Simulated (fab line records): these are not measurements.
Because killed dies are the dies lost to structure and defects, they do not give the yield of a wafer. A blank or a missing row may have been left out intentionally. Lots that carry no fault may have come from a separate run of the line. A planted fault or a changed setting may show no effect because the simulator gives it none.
Comparing a struck lot with a sound one ; flow sky130 ; 19 steps out of a route of 708
Sound: the wafers L665.2, L665.3, L665.5. The struck wafers were L670.1, L670.5, L670.6. At the end, the cause is stated.
Per side, at each step with rows, come the tool, then ch with its chambers, and then its first start. Under that, the readings that differ: sound wafers ; struck wafers ; difference of the means ; sigmas: that difference in standard deviations of wafers without a fault.
alike: readings with means less than 2 such deviations apart, plus words and numbers identical on both sides. not compared: withheld readings, readings lacking a value on some wafer, bounds such as >300 that could conceal the same value, and numbers that have no deviation in the record and whose values overlap.
Wherever a step has rows on one side only, a row that says differs or no value, or a row with sigmas, the two part there. When numbers do not overlap yet have no deviation, they are printed without sigmas and do not part them. Lack of a reading on every wafer of one side parts them only where that side has two or more wafers.

first, 4 steps without rows for these wafers: SKY_VT_ADJUST_PCH_SOFTBAKE_03; SKY_VT_ADJUST_PCH_EXPOSE_04 (exposes mask NWM, target cd 840 nm); SKY_VT_ADJUST_PCH_PEB_05; SKY_VT_ADJUST_PCH_DEVELOP_06 (develop time 60 s).
SKY_VT_ADJUST_PCH_OVL_MEAS_07:
  sound: overlay-01 at day 15 06:52; struck: overlay-01 at day 16 19:14
  alike: VT_ADJUST_PCH_OVL
next, for these wafers, 1 step has no rows: SKY_VT_ADJUST_PCH_IMPLANT_08.
SKY_VT_ADJUST_PCH_STRIP_09: strips in O2/N2.
  sound on plasma_asher-04 ch 0,1, day 15 07:02; struck on plasma_asher-04 ch 0,1, day 16 19:25
reading;sound;struck;difference;sigmas
strip_time_to_endpoint_s (s);36.46 36.46 36.43;36.21 36.23 36.25;-0.22;-2
  alike: chamber_pressure_mTorr, drypump_motor_current_A, oes_product_au
  not compared: rf_hours_counter_h
SKY_VT_ADJUST_PCH_TW_MEAS_10:
  sound: film_metro-04 at day 15 07:09; struck: film_metro-03 at day 16 19:31
reading;sound;struck;difference;sigmas
VT_ADJUST_PCH_TW;142.4 142.3 143.0;144.3 144.0 144.4;+1.7;+2
then, 4 steps without rows for these wafers: SKY_SONOS_TUNNEL_DEHYDRATE_00 (time 60 s); SKY_SONOS_TUNNEL_HMDS_01 (prime time 60 s); SKY_SONOS_TUNNEL_COAT_02 (resist thk 1140 nm); SKY_SONOS_TUNNEL_SOFTBAKE_03 (time 60 s).
SKY_SONOS_TUNNEL_EXPOSE_04: exposes mask TUNM, target cd 410 nm.
  sound on iline_stepper-02 ch 0, day 15 21:11; struck on iline_stepper-01 ch 0, day 17 08:06
reading;sound;struck;difference;sigmas
model.SONOS_TUNNEL.overlay_x_nm (nm);-0.2099 -0.2099 -0.2099;289.6 289.6 289.6;+289.8;
  alike: mask, stage_vel_mm_s
then, 2 steps without rows for these wafers: SKY_SONOS_TUNNEL_PEB_05; SKY_SONOS_TUNNEL_DEVELOP_06 (develop time 60 s).
SKY_SONOS_TUNNEL_CD_MEAS_07: the cd target is 410 nm.
  sound: cd_sem-02 at day 16 10:35; struck: cd_sem-02 at day 17 20:22
  alike: cd_nm
SKY_SONOS_TUNNEL_OVL_MEAS_08:
  sound: overlay-01 at day 16 10:42; struck: overlay-02 at day 17 20:29
reading;sound;struck;difference;sigmas
SONOS_TUNNEL_OVL (nm);-1.1 -2.9 1.2;288.8 287.9 289.2;+289.6;+99 or more
next, for these wafers, 1 step has no rows: SKY_SONOS_TUNNEL_IMPLANT_09.
-- a jump in the record: the struck wafers' starts before and after are 33 days apart (it breaks off in module SONOS_TUNNEL and resumes in module PAD_OPEN, where the first step shown is number 708 of the route) --
SKY_PAD_OPEN_PROBE_99:
  the record has rows for the struck wafers here (prober-01, day 50 21:53) and none for the sound ones

== WHERE THEY PART ==
Earliest at SKY_VT_ADJUST_PCH_STRIP_09; latest, in this record, at SKY_PAD_OPEN_PROBE_99.

WHY: whatever the simulator had introduced
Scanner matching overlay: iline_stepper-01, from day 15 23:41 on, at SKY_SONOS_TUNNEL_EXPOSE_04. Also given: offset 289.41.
